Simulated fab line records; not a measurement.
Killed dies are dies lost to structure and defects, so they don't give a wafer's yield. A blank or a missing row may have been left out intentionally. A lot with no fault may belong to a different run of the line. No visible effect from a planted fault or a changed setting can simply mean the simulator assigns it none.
The tool behind it: which one? || flow gf180mcu || 12 lots, 36 wafers sampled, at 5 steps of a route of 602

## WHAT THE GAUGES SHOWED, per wafer
GF_VT_IMPLANT_RS_MEAS_47: measurement is done with a four-point probe. Usual: NWELL_RS 487.8 ohm/sq, standard deviation 1.4.
{"lot": "L498", "measured": "day 7 10:58", "on": "film metro-01", "NWELL_RS (ohm/sq)": "486.8 485.7 486.9", "flag": ""}
{"lot": "L500", "measured": "day 8 03:05", "on": "film metro-03", "NWELL_RS (ohm/sq)": "486.5 485.9 486.6", "flag": ""}
{"lot": "L501", "measured": "day 8 11:20", "on": "film metro-04", "NWELL_RS (ohm/sq)": "487.9 487.6 487.3", "flag": ""}
{"lot": "L502", "measured": "day 8 16:16", "on": "film metro-03", "NWELL_RS (ohm/sq)": "485.9 487.6 486.5", "flag": ""}
{"lot": "L507", "measured": "day 10 04:40", "on": "film metro-01", "NWELL_RS (ohm/sq)": "479.6 477.5 478.3", "flag": "OFF"}
{"lot": "L508", "measured": "day 10 09:56", "on": "film metro-03", "NWELL_RS (ohm/sq)": "475.4 475.7 474.7", "flag": "OFF"}
{"lot": "L512", "measured": "day 11 09:46", "on": "film metro-03", "NWELL_RS (ohm/sq)": "489.7 490.2 489.9", "flag": ""}
{"lot": "L514", "measured": "day 11 22:36", "on": "film metro-03", "NWELL_RS (ohm/sq)": "489.3 489.1 489.6", "flag": ""}
{"lot": "L517", "measured": "day 12 21:34", "on": "film metro-03", "NWELL_RS (ohm/sq)": "485.3 485.3 486.1", "flag": ""}
{"lot": "L519", "measured": "day 13 13:01", "on": "film metro-04", "NWELL_RS (ohm/sq)": "489.1 489.6 488.2", "flag": ""}
{"lot": "L520", "measured": "day 13 18:44", "on": "film metro-04", "NWELL_RS (ohm/sq)": "485.4 487.1 486.8", "flag": ""}
{"lot": "L521", "measured": "day 13 23:18", "on": "film metro-04", "NWELL_RS (ohm/sq)": "489.1 488.8 490.5", "flag": ""}

GF_HV_LDD_TW_MEAS_11. Usual: HV_LDD_TW 2405, standard deviation 13.
{"lot": "L498", "measured": "day 9 22:00", "on": "film metro-03", "HV_LDD_TW": "2412 2404 2407", "flag": ""}
{"lot": "L500", "measured": "day 10 18:15", "on": "film metro-04", "HV_LDD_TW": "2389 2397 2387", "flag": ""}
{"lot": "L501", "measured": "day 10 23:17", "on": "film metro-01", "HV_LDD_TW": "2401 2419 2410", "flag": ""}
{"lot": "L502", "measured": "day 11 04:51", "on": "film metro-04", "HV_LDD_TW": "2420 2419 2430", "flag": ""}
{"lot": "L507", "measured": "day 12 23:24", "on": "film metro-01", "HV_LDD_TW": "2413 2407 2419", "flag": ""}
{"lot": "L508", "measured": "day 13 03:19", "on": "film metro-03", "HV_LDD_TW": "2400 2417 2391", "flag": ""}
{"lot": "L512", "measured": "day 14 05:51", "on": "film metro-01", "HV_LDD_TW": "2408 2410 2409", "flag": ""}
{"lot": "L514", "measured": "day 14 18:38", "on": "film metro-01", "HV_LDD_TW": "2411 2412 2425", "flag": ""}
{"lot": "L517", "measured": "day 15 20:37", "on": "film metro-04", "HV_LDD_TW": "2402 2401 2398", "flag": ""}
{"lot": "L519", "measured": "day 16 12:56", "on": "film metro-04", "HV_LDD_TW": "2413 2389 2407", "flag": ""}
{"lot": "L520", "measured": "day 16 17:45", "on": "film metro-04", "HV_LDD_TW": "2399 2407 2398", "flag": ""}
{"lot": "L521", "measured": "day 16 23:17", "on": "film metro-03", "HV_LDD_TW": "2389 2387 2380", "flag": ""}

## WHAT TOOL EACH LOT RAN ON (gives the tool, then ch and the chambers of the sampled wafers, and finally the start)
{"lot": "L498", "GF_NWELL_IMPLANT_08": "implanter-02 ch 0, day 3 06:47", "GF_VT_IMPLANT_STRIP_20": "plasma asher-03 ch 0,1, day 6 03:32", "GF_HV_LDD_STRIP_10": "plasma asher-02 ch 0,1, day 9 21:54"}
{"lot": "L500", "GF_NWELL_IMPLANT_08": "implanter-03 ch 0, day 3 17:27", "GF_VT_IMPLANT_STRIP_20": "plasma asher-02 ch 0,1, day 6 18:16", "GF_HV_LDD_STRIP_10": "plasma asher-04 ch 0,1, day 10 18:08"}
{"lot": "L501", "GF_NWELL_IMPLANT_08": "implanter-01 ch 0, day 4 00:25", "GF_VT_IMPLANT_STRIP_20": "plasma asher-03 ch 0,1, day 7 01:41", "GF_HV_LDD_STRIP_10": "plasma asher-02 ch 0,1, day 10 23:11"}
{"lot": "L502", "GF_NWELL_IMPLANT_08": "implanter-01 ch 0, day 4 05:14", "GF_VT_IMPLANT_STRIP_20": "plasma asher-03 ch 0,1, day 7 06:16", "GF_HV_LDD_STRIP_10": "plasma asher-02 ch 0,1, day 11 04:45"}
{"lot": "L507", "GF_NWELL_IMPLANT_08": "implanter-01 ch 0, day 5 11:04", "GF_VT_IMPLANT_STRIP_20": "plasma asher-02 ch 0,1, day 8 17:32", "GF_HV_LDD_STRIP_10": "plasma asher-03 ch 0,1, day 12 23:17"}
{"lot": "L508", "GF_NWELL_IMPLANT_08": "implanter-01 ch 0, day 5 14:58", "GF_VT_IMPLANT_STRIP_20": "plasma asher-02 ch 0,1, day 8 22:46", "GF_HV_LDD_STRIP_10": "plasma asher-04 ch 0,1, day 13 03:13"}
{"lot": "L512", "GF_NWELL_IMPLANT_08": "implanter-03 ch 0, day 6 11:16", "GF_VT_IMPLANT_STRIP_20": "plasma asher-03 ch 0,1, day 9 22:19", "GF_HV_LDD_STRIP_10": "plasma asher-03 ch 0,1, day 14 05:44"}
{"lot": "L514", "GF_NWELL_IMPLANT_08": "implanter-03 ch 0, day 6 21:01", "GF_VT_IMPLANT_STRIP_20": "plasma asher-03 ch 0,1, day 10 09:37", "GF_HV_LDD_STRIP_10": "plasma asher-03 ch 0,1, day 14 18:32"}
{"lot": "L517", "GF_NWELL_IMPLANT_08": "implanter-02 ch 0, day 7 14:57", "GF_VT_IMPLANT_STRIP_20": "plasma asher-01 ch 0,1, day 11 06:25", "GF_HV_LDD_STRIP_10": "plasma asher-02 ch 0,1, day 15 20:31"}
{"lot": "L519", "GF_NWELL_IMPLANT_08": "implanter-03 ch 0, day 8 03:47", "GF_VT_IMPLANT_STRIP_20": "plasma asher-02 ch 0,1, day 11 21:52", "GF_HV_LDD_STRIP_10": "plasma asher-02 ch 0,1, day 16 12:50"}
{"lot": "L520", "GF_NWELL_IMPLANT_08": "implanter-02 ch 0, day 8 08:09", "GF_VT_IMPLANT_STRIP_20": "plasma asher-01 ch 0,1, day 12 02:46", "GF_HV_LDD_STRIP_10": "plasma asher-04 ch 0,1, day 16 17:38"}
{"lot": "L521", "GF_NWELL_IMPLANT_08": "implanter-01 ch 0, day 8 12:55", "GF_VT_IMPLANT_STRIP_20": "plasma asher-01 ch 0,1, day 12 07:43", "GF_HV_LDD_STRIP_10": "plasma asher-04 ch 0,1, day 16 23:11"}
- GF_NWELL_IMPLANT_08
- GF_VT_IMPLANT_STRIP_20: strips in O2/N2.
- GF_HV_LDD_STRIP_10: strips in O2/N2.

## WHAT THE TOOLS THEMSELVES READ (means of the sampled wafers that have a number; where no wafer has one, the mark that the record gives instead)
GF_NWELL_IMPLANT_08. Usual: beam energy keV 449.98, standard deviation 0.14; end station pressure torr 5.09e-06 Torr, standard deviation 2.5e-07.
{"lot": "L498", "tool": "implanter-02", "beam energy keV": 450.07, "end station pressure torr (Torr)": 4.98e-06, "flag": ""}
{"lot": "L500", "tool": "implanter-03", "beam energy keV": 450.14, "end station pressure torr (Torr)": 5.30e-06, "flag": ""}
{"lot": "L501", "tool": "implanter-01", "beam energy keV": 450.03, "end station pressure torr (Torr)": 4.83e-06, "flag": ""}
{"lot": "L502", "tool": "implanter-01", "beam energy keV": 449.97, "end station pressure torr (Torr)": 5.16e-06, "flag": ""}
{"lot": "L507", "tool": "implanter-01", "beam energy keV": 507.11, "end station pressure torr (Torr)": 5.06e-06, "flag": "OFF"}
{"lot": "L508", "tool": "implanter-01", "beam energy keV": 506.92, "end station pressure torr (Torr)": 5.24e-06, "flag": "OFF"}
{"lot": "L512", "tool": "implanter-03", "beam energy keV": 450.02, "end station pressure torr (Torr)": 5.23e-06, "flag": ""}
{"lot": "L514", "tool": "implanter-03", "beam energy keV": 450.00, "end station pressure torr (Torr)": 4.97e-06, "flag": ""}
{"lot": "L517", "tool": "implanter-02", "beam energy keV": 449.80, "end station pressure torr (Torr)": 5.10e-06, "flag": ""}
{"lot": "L519", "tool": "implanter-03", "beam energy keV": 449.97, "end station pressure torr (Torr)": 5.16e-06, "flag": ""}
{"lot": "L520", "tool": "implanter-02", "beam energy keV": 449.95, "end station pressure torr (Torr)": 5.15e-06, "flag": ""}
{"lot": "L521", "tool": "implanter-01", "beam energy keV": 449.94, "end station pressure torr (Torr)": 5.16e-06, "flag": ""}

GF_VT_IMPLANT_STRIP_20. Usual: drypump motor current A 5.8 A, standard deviation 0.68; heater power w 319 W, standard deviation 10; oes product au 0.716 a.u., standard deviation 0.0049; strip time to endpoint s 12.65 s, standard deviation 0.035.
{"lot": "L498", "tool": "plasma asher-03", "drypump motor current A (A)": 5.1, "heater power w (W)": 312, "oes product au (a.u.)": 0.719, "strip time to endpoint s (s)": 12.68, "flag": ""}
{"lot": "L500", "tool": "plasma asher-02", "drypump motor current A (A)": 6.3, "heater power w (W)": 314, "oes product au (a.u.)": 0.711, "strip time to endpoint s (s)": 12.70, "flag": ""}
{"lot": "L501", "tool": "plasma asher-03", "drypump motor current A (A)": 5.2, "heater power w (W)": 308, "oes product au (a.u.)": 0.716, "strip time to endpoint s (s)": 12.67, "flag": ""}
{"lot": "L502", "tool": "plasma asher-03", "drypump motor current A (A)": 5.2, "heater power w (W)": 314, "oes product au (a.u.)": 0.717, "strip time to endpoint s (s)": 12.63, "flag": ""}
{"lot": "L507", "tool": "plasma asher-02", "drypump motor current A (A)": 6.0, "heater power w (W)": 314, "oes product au (a.u.)": 0.721, "strip time to endpoint s (s)": 12.62, "flag": ""}
{"lot": "L508", "tool": "plasma asher-02", "drypump motor current A (A)": 6.2, "heater power w (W)": 308, "oes product au (a.u.)": 0.714, "strip time to endpoint s (s)": 12.63, "flag": ""}
{"lot": "L512", "tool": "plasma asher-03", "drypump motor current A (A)": 5.3, "heater power w (W)": 324, "oes product au (a.u.)": 0.719, "strip time to endpoint s (s)": 12.68, "flag": ""}
{"lot": "L514", "tool": "plasma asher-03", "drypump motor current A (A)": 5.2, "heater power w (W)": 312, "oes product au (a.u.)": 0.715, "strip time to endpoint s (s)": 12.69, "flag": ""}
{"lot": "L517", "tool": "plasma asher-01", "drypump motor current A (A)": 5.7, "heater power w (W)": 320, "oes product au (a.u.)": 0.717, "strip time to endpoint s (s)": 12.67, "flag": ""}
{"lot": "L519", "tool": "plasma asher-02", "drypump motor current A (A)": 6.0, "heater power w (W)": 306, "oes product au (a.u.)": 0.713, "strip time to endpoint s (s)": 12.61, "flag": ""}
{"lot": "L520", "tool": "plasma asher-01", "drypump motor current A (A)": 5.8, "heater power w (W)": 319, "oes product au (a.u.)": 0.716, "strip time to endpoint s (s)": 12.60, "flag": ""}
{"lot": "L521", "tool": "plasma asher-01", "drypump motor current A (A)": 6.3, "heater power w (W)": 326, "oes product au (a.u.)": 0.717, "strip time to endpoint s (s)": 12.65, "flag": ""}

GF_HV_LDD_STRIP_10. Usual: drypump motor current A 5.7 A, standard deviation 0.46; heater power w 319 W, standard deviation 12; oes product au 0.716 a.u., standard deviation 0.0047; strip time to endpoint s 12.65 s, standard deviation 0.04.
{"lot": "L498", "tool": "plasma asher-02", "drypump motor current A (A)": 6.2, "heater power w (W)": 317, "oes product au (a.u.)": 0.716, "strip time to endpoint s (s)": 12.59, "flag": ""}
{"lot": "L500", "tool": "plasma asher-04", "drypump motor current A (A)": 5.9, "heater power w (W)": 325, "oes product au (a.u.)": 0.716, "strip time to endpoint s (s)": 12.61, "flag": ""}
{"lot": "L501", "tool": "plasma asher-02", "drypump motor current A (A)": 6.2, "heater power w (W)": 317, "oes product au (a.u.)": 0.710, "strip time to endpoint s (s)": 12.71, "flag": ""}
{"lot": "L502", "tool": "plasma asher-02", "drypump motor current A (A)": 6.0, "heater power w (W)": 309, "oes product au (a.u.)": 0.715, "strip time to endpoint s (s)": 12.63, "flag": ""}
{"lot": "L507", "tool": "plasma asher-03", "drypump motor current A (A)": 5.3, "heater power w (W)": 325, "oes product au (a.u.)": 0.720, "strip time to endpoint s (s)": 12.70, "flag": ""}
{"lot": "L508", "tool": "plasma asher-04", "drypump motor current A (A)": 5.9, "heater power w (W)": 330, "oes product au (a.u.)": 0.716, "strip time to endpoint s (s)": 12.65, "flag": ""}
{"lot": "L512", "tool": "plasma asher-03", "drypump motor current A (A)": 5.2, "heater power w (W)": 309, "oes product au (a.u.)": 0.715, "strip time to endpoint s (s)": 12.55, "flag": ""}
{"lot": "L514", "tool": "plasma asher-03", "drypump motor current A (A)": 5.3, "heater power w (W)": 319, "oes product au (a.u.)": 0.715, "strip time to endpoint s (s)": 12.63, "flag": ""}
{"lot": "L517", "tool": "plasma asher-02", "drypump motor current A (A)": 6.2, "heater power w (W)": 311, "oes product au (a.u.)": 0.718, "strip time to endpoint s (s)": 12.63, "flag": ""}
{"lot": "L519", "tool": "plasma asher-02", "drypump motor current A (A)": 6.0, "heater power w (W)": 310, "oes product au (a.u.)": 0.719, "strip time to endpoint s (s)": 12.70, "flag": ""}
{"lot": "L520", "tool": "plasma asher-04", "drypump motor current A (A)": 5.8, "heater power w (W)": 333, "oes product au (a.u.)": 0.713, "strip time to endpoint s (s)": 12.64, "flag": ""}
{"lot": "L521", "tool": "plasma asher-04", "drypump motor current A (A)": 5.8, "heater power w (W)": 331, "oes product au (a.u.)": 0.715, "strip time to endpoint s (s)": 12.63, "flag": ""}

## THE ANSWER, worked out from the rows above alone
Rule: lot off if the mean of its wafers having a number is beyond 3 standard deviations from the usual mean. A lot without any number at a reading at which 4 lots or more have one is off too. Any other lot the step has rows for is counted as sound. After the gauges, taken in route order, come the tools' own readings; for these a lot's mean is taken, as printed above. The first step at which some lot is off is used, and at that step the reading that is off furthest; a lot without a number counts as furthest.
Off: at GF_VT_IMPLANT_RS_MEAS_47 (NWELL_RS), L507, L508.
If a tool, at a process step before that reading, ran all the lots that are off and no sound lot after the first of them, it fits. The gauges at GF_VT_IMPLANT_RS_MEAS_47 aren't tried: what is off there is off at GF_NWELL_IMPLANT_08 too, on other tools, and a gauge's error can't cause that. None of those tried fits.

## WHAT HAD BEEN PUT IN BY THE SIMULATOR
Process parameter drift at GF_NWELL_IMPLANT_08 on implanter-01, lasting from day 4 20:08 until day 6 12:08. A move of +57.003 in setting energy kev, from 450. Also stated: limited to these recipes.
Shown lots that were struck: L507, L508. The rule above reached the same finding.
